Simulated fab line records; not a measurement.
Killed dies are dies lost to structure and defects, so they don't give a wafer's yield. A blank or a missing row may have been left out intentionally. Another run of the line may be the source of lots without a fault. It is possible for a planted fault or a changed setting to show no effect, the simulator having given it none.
Problem report in the 8D (eight disciplines) form, filled by code ; flow sky130 ; the parts of the form that need people (team, actions taken, sign-off) are left out

== 1. THE ISSUE ==
killed_at_front_end at SKY_PAD_OPEN_PROBE_99 reads a mean of 67 on 6 wafers of 2 lots; wafers without a fault read 15 with a standard deviation of 4.1. That puts it +13 standard deviations away from the usual mean.
The first sign was on wafer L661.2 at day 50 01:24, on prober-01. At this step, 6 wafers from 2 lots have a number in the record. Rule for "out", or "out of limits": more than 4 standard deviations from the usual mean. The rest of the wafers with a number are treated as sound.

== 2. WHAT IT IS AND WHAT IT IS NOT ==
question;is;is not
which readings at this step;killed_at_front_end;killed_at_M4_up, killed_open
which lots;L661, L664;-
which wafers of those lots;all that have a number;-
read on which tools;prober-01;-
when;from day 50 01:24;up to then (0 sound wafers)

== 3. THE SUSPECTS, EACH WITH WHAT RULES IT OUT ==
Counting: a tool stays on the suspect list if, at a process step up to the reading, it processed all lots that are out and no sound lot following the first of them.
- plasma_asher-03 at SKY_SD_N_STRIP_11 (strips in O2/N2): kept. It ran every lot that is out, first L661 (day 34 02:41), and no sound lot after that.
- prober-01 at SKY_PAD_OPEN_PROBE_99: kept. It ran every lot that is out, first L661 (day 50 01:24), and no sound lot after that. Its own killed_at_front_end readings are out on those wafers.
Left after counting: plasma_asher-03 at SKY_SD_N_STRIP_11, prober-01 at SKY_PAD_OPEN_PROBE_99.

== 4. THE CAUSE (what the simulator had put in) ==
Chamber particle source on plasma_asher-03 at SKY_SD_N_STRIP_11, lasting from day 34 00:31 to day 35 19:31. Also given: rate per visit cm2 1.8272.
After counting, 2 suspects remain, this tool included.

== 5. THE EFFECT CHAIN, in route order ==
One row per reading whose mean, taken over the struck wafers that have a number, lies over 3 standard deviations from the usual. Readings are gone through only where the record gives a usual standard deviation; hours: the median, over the lots, of the time from a lot's start at the first step in this table giving one to that lot's start at this step; sigmas: the change measured in usual standard deviations.
hours;step;reading;usual;on struck wafers;change;sigmas
0;SKY_PAD_OPEN_PROBE_99;killed_at_front_end;15;67;+52;+13
0;SKY_PAD_OPEN_PROBE_99;killed_dies;85;129;+44;+4.9
Its process steps:
- SKY_PAD_OPEN_PROBE_99

== 6. HOW IT WOULD HAVE BEEN CAUGHT EARLIER ==
In this record no reading fell out of limits until day 50 01:24, 385 hours after the fault had begun at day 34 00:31.
Of the tool readings at SKY_SD_N_STRIP_11 for which the record gives a usual standard deviation, none was out on any struck wafer, so an alarm limit of 4 standard deviations on them would not have fired.
Each of the lots that are out, 2 in all, had begun SKY_SD_N_STRIP_11 on plasma_asher-03 no later than day 50 01:24. Had the tool been put on hold then, not one of them would have been saved.
